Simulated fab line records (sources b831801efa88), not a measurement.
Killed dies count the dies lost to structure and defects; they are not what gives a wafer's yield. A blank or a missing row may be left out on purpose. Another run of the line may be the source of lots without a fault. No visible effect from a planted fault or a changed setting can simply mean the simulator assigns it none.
fab line records    flow gf180mcu    part 2 of 2: steps 29 to 38 of 38
[record] lots = 5  wafers = 15  last_day = 34
route steps=602 shown V1@348 M2@362 V2@382
lots that met no fault: taken from a fault-free run of the same line
start_h: hours from the record's first day to the start of the lot's first wafer shown    wait_h: hours from the lot's prior step to this one    " identical to the entry in the row above    L1.1+2: a row that stands for several wafers    - no value, or no start was given    * or withheld: withheld    < > ~ a bound
route shown NAME@n: NAME is a module with steps in the file, n the number in the route of the first one    usual: the fault-free wafers' mean and standard deviation    same: alike in all rows    chamber/n: place in a boat    sites: readings site by site    _std_site: standard deviation across them    _edge_site: inner sites' mean taken away from outer sites' mean    radius_mm: for every site, how far away it sits from the centre of the wafer    mask NAME#n: copy n    behind: tool/chamber where the wafer was last shaped    hold: the reason the lot was held/the length of the hold in hours/how it ended    device: the n, p or np transistor that did not switch    end of line: the route-end tests of the same wafers    step lacking rows: just its recipe    killed: not the wafer's yield, but the dies lost to structure and defects at the first sort    map: a wafer's dies, marking killed ones x, the rest . and places with no die _
set.NAME: the setting as run; set.NAME@STEP: as run at that earlier step    model.NAME: the simulator's own value behind a step, which no gauge read
lots seen at some steps along the route; tables by step, rows by wafer
services: the hour from which a tool's chamber was out of use, counted from the record's first day as start_h (under 0 if before that day), plus the number of hours and why
[[steps]]
[step GF_M2_CD_MEAS_14]
[recipe] target_cd_nm = 280
[usual] cd_nm = 280.3/1.3
lot.wafer  tool       chamber  start_h  wait_h  cd_nm
L075.2     cd_sem-02  -        445.67   0.1     281.1
L075.4     "          -        "        "       279.8
L075.6     "          -        "        "       280.8
L079.2     cd_sem-02  -        484.37   0.1     279.8
L079.3     "          -        "        "       280.3
L079.5     "          -        "        "       280.8
L090.1     cd_sem-02  -        572.55   0.1     278.1
L090.2     "          -        "        "       279.9
L090.3     "          -        "        "       279.4
L095.4     cd_sem-01  -        612.76   0.1     281.9
L095.5     "          -        "        "       281.8
L095.6     "          -        "        "       281.9
L097.4     cd_sem-02  -        630.36   0.1     278.5
L097.5     "          -        "        "       280.1
L097.6     "          -        "        "       279.5
[step GF_M2_OVL_MEAS_15]
[usual] M2_OVL = 3/6.8
lot.wafer  tool        chamber  start_h  wait_h  M2_OVL[nm]
L075.2     overlay-02  -        445.78   0.1     7
L075.4     "           -        "        "       14
L075.6     "           -        "        "       13
L079.2     overlay-01  -        484.47   0.1     9
L079.3     "           -        "        "       12
L079.5     "           -        "        "       6
L090.1     overlay-01  -        572.67   0.1     -3
L090.2     "           -        "        "       3
L090.3     "           -        "        "       -10
L095.4     overlay-02  -        612.83   0.1     -4
L095.5     "           -        "        "       -4
L095.6     "           -        "        "       0
L097.4     overlay-02  -        630.44   0.1     -2
L097.5     "           -        "        "       5
L097.6     "           -        "        "       0
[step GF_M2_METAL_ETCH_16]
[recipe] chemistry = Cl2/BCl3  mask_material = KrF  target_depth_nm = 750.8  stop_on = SiO2  pressure_mtorr = 8  icp_w = 800  bias_w = 140  Cl2_flow_sccm = 80  bcl3_flow_sccm = 40  time_s = 125.1
[usual] drypump_motor_current_A = 5.9/0.37  oes_product_au = 0.991/0.0056  throttle_valve_pct = 28.229/0.011
lot.wafer  tool          chamber  start_h  wait_h  drypump_motor_current_A  oes_product_au  rf_hours_counter_h  throttle_valve_pct
L075.2     rie_metal-03  1        445.85   0.1     6.2                      0.997           -                   28.222
L075.4     "             1        "        "       6.2                      0.992           -                   28.241
L075.6     "             1        "        "       6.1                      0.986           -                   28.257
L079.2     rie_metal-03  0        484.50   0.0     5.5                      0.992           0                   28.203
L079.3     "             1        "        "       6.1                      0.988           -                   28.235
L079.5     "             0        "        "       5.5                      0.990           -                   28.228
L090.1     rie_metal-03  0        572.71   0.0     5.6                      0.988           3                   28.219
L090.2     "             1        "        "       6.2                      0.988           5                   28.227
L090.3     "             0        "        "       5.6                      0.988           -                   28.213
L095.4     rie_metal-01  0        612.89   0.1     5.3                      0.983           -                   28.243
L095.5     "             1        "        "       6.3                      0.995           -                   28.215
L095.6     "             0        "        "       5.3                      0.986           -                   28.228
L097.4     rie_metal-03  0        630.50   0.1     5.6                      0.991           -                   28.231
L097.5     "             1        "        "       6.2                      0.986           -                   28.226
L097.6     "             0        "        "       5.5                      0.997           -                   28.231
[step GF_M2_STRIP_17]
[recipe] chemistry = O2/N2  power_w = 1400  pressure_mtorr = 1500  platen_temp_c = 250  o2_flow_sccm = 3000  n2_flow_sccm = 300  overash_fraction = 0.5
[usual] drypump_motor_current_A = 6.2/0.49  heater_power_w = 333/38  n2_flow_sccm = 300.2/0.94  oes_product_au = 0.538/0.0051  strip_time_to_endpoint_s = 7.39/0.037
lot.wafer  tool             chamber  start_h  wait_h  drypump_motor_current_A  heater_power_w  n2_flow_sccm  oes_product_au  rf_hours_counter_h  strip_time_to_endpoint_s
L075.2     plasma_asher-02  1        446.07   0.2     5.4                      347             300.3         0.531           35                  7.41
L075.4     "                1        "        "       5.5                      341             301.2         0.535           -                   7.42
L075.6     "                1        "        "       5.4                      350             299.6         0.536           -                   7.40
L079.2     plasma_asher-01  1        484.63   0.1     6.6                      264             300.0         0.533           65                  7.31
L079.3     "                1        "        "       6.6                      272             301.3         0.542           -                   7.40
L079.5     "                1        "        "       6.6                      267             300.2         0.540           -                   7.34
L090.1     plasma_asher-02  1        572.88   0.1     5.4                      343             299.9         0.536           50                  7.38
L090.2     "                0        "        "       6.7                      331             301.5         0.541           50                  7.44
L090.3     "                1        "        "       5.4                      348             299.7         0.548           -                   7.40
L095.4     plasma_asher-02  1        613.01   0.1     5.4                      340             300.3         0.541           -                   7.39
L095.5     "                0        "        "       6.7                      316             301.0         0.536           -                   7.35
L095.6     "                1        "        "       5.4                      349             301.3         0.533           -                   7.33
L097.4     plasma_asher-02  0        630.62   0.1     6.7                      327             300.9         0.547           -                   7.37
L097.5     "                0        "        "       6.7                      323             299.2         0.539           -                   7.43
L097.6     "                1        "        "       5.4                      343             299.1         0.533           -                   7.37
[step GF_M2_STRIP_18]
[recipe] chemistry = post_etch_residue_remover  time_s = 1200  temp_c = 72.5
lot.wafer   tool          chamber  start_h  wait_h
L075.2+4+6  wet_bench-03  2        446.17   0.1
L079.2+3+5  wet_bench-02  3        484.73   0.1
L090.1+2+3  wet_bench-03  0        572.98   0.1
L095.4+5+6  wet_bench-03  1        613.08   0.0
L097.4+5+6  wet_bench-04  0        630.69   0.0
[step GF_M2_CLEAN_19]
[recipe] chemistry = DIW  dry = n2_spin
lot.wafer   tool          chamber  start_h  wait_h
L075.2+4+6  wet_bench-04  2        446.51   0.0
L079.2+3+5  wet_bench-04  1        485.11   0.0
L090.1+2+3  wet_bench-02  3        573.32   0.0
L095.4+5+6  wet_bench-04  0        613.42   0.0
L097.4+5+6  wet_bench-02  2        631.06   0.0
[step GF_V2_CVD_00]
[recipe] material = SiO2  target_thk_nm = 600  sigma_open_frac = 0.3  temp_c = 400  time_s = 100  sih4_flow_sccm = 60  pressure_mtorr = 6
lot.wafer   tool       chamber  start_h  wait_h
L075.2+4+6  hdpcvd-02  0,0,1    446.61   0.0
L079.2+3+5  hdpcvd-01  0,1,0    485.20   0.0
L090.1+2+3  hdpcvd-02  0,2,1    573.41   0.0
L095.4+5+6  hdpcvd-02  1,0,2    613.55   0.0
L097.4+5+6  hdpcvd-02  1,2,0    631.19   0.0
[step GF_V2_THK_MEAS_01]
[recipe] reads = SiO2_of_V2_CVD_00
[usual] V2_CVD_00_THK = 602/5.2
lot.wafer  tool           chamber  start_h  wait_h  V2_CVD_00_THK[nm]
L075.2     film_metro-02  -        446.69   0.0     599
L075.4     "              -        "        "       597
L075.6     "              -        "        "       593
L079.2     film_metro-01  -        485.28   0.0     604
L079.3     "              -        "        "       605
L079.5     "              -        "        "       599
L090.1     film_metro-02  -        573.49   0.0     609
L090.2     "              -        "        "       601
L090.3     "              -        "        "       596
L095.4     film_metro-03  -        613.62   0.0     601
L095.5     "              -        "        "       602
L095.6     "              -        "        "       598
L097.4     film_metro-02  -        631.25   0.0     592
L097.5     "              -        "        "       596
L097.6     "              -        "        "       605
[step GF_V2_CVD_02]
[recipe] material = SiO2  target_thk_nm = 850  precursor = TEOS  temp_c = 400  time_s = 94.851  rf_w = 600
[usual] heater_power_w = 657/92
lot.wafer  tool      chamber  start_h  wait_h  heater_power_w
L075.2     pecvd-04  1        446.74   0.0     591
L075.4     "         2        "        "       767
L075.6     "         0        "        "       659
L079.2     pecvd-01  1        485.33   0.0     721
L079.3     "         0        "        "       489
L079.5     "         2        "        "       726
L090.1     pecvd-04  0        573.55   0.1     564
L090.2     "         2        "        "       647
L090.3     "         1        "        "       602
L095.4     pecvd-01  1        613.68   0.1     687
L095.5     "         2        "        "       640
L095.6     "         0        "        "       554
L097.4     pecvd-03  2        631.32   0.1     661
L097.5     "         0        "        "       792
L097.6     "         1        "        "       711
[step GF_V2_THK_MEAS_03]
[recipe] reads = SiO2_of_V2_CVD_02
[usual] V2_CVD_02_THK = 851/9.1
lot.wafer  tool           chamber  start_h  wait_h  V2_CVD_02_THK[nm]
L075.2     film_metro-01  -        446.82   0.0     846
L075.4     "              -        "        "       854
L075.6     "              -        "        "       845
L079.2     film_metro-01  -        485.41   0.0     838
L079.3     "              -        "        "       844
L079.5     "              -        "        "       861
L090.1     film_metro-03  -        573.62   0.0     852
L090.2     "              -        "        "       843
L090.3     "              -        "        "       842
L095.4     film_metro-03  -        613.75   0.0     862
L095.5     "              -        "        "       858
L095.6     "              -        "        "       864
L097.4     film_metro-02  -        631.38   0.0     862
L097.5     "              -        "        "       840
L097.6     "              -        "        "       864
[[services]]
tool            chamber  start_h  hours  kind
wet_bench-02    -        399.13   26.3   repair
krf_scanner-01  -        399.63   3.3    repair
cmp-01          -        404.46   4.0    pm
krf_scanner-01  -        405.02   0.8    pm
cmp-01          -        415.53   1.1    repair
wet_bench-01    -        428.95   2.0    repair
krf_scanner-01  -        438.27   0.8    repair
rie_diel-04     1        452.13   3.0    repair
rie_diel-01     -        454.70   0.8    repair
hdpcvd-02       1        457.24   2.8    repair
pvd_sputter-04  -        471.29   0.5    repair
rie_diel-04     1        472.97   3.9    repair
rie_diel-01     -        473.82   1.6    repair
krf_scanner-01  -        493.81   1.3    pm
hdpcvd-02       0        496.03   3.6    repair
wet_bench-04    -        499.75   2.3    repair
krf_scanner-01  -        516.15   4.4    pm
krf_scanner-01  -        542.62   1.0    pm
rie_diel-04     1        560.78   12.4   repair
pvd_sputter-01  -        562.10   11.0   repair
krf_scanner-01  -        573.82   0.8    pm
krf_scanner-01  -        594.63   0.6    repair
pvd_sputter-01  -        600.53   6.9    repair
krf_scanner-01  -        625.88   0.2    repair
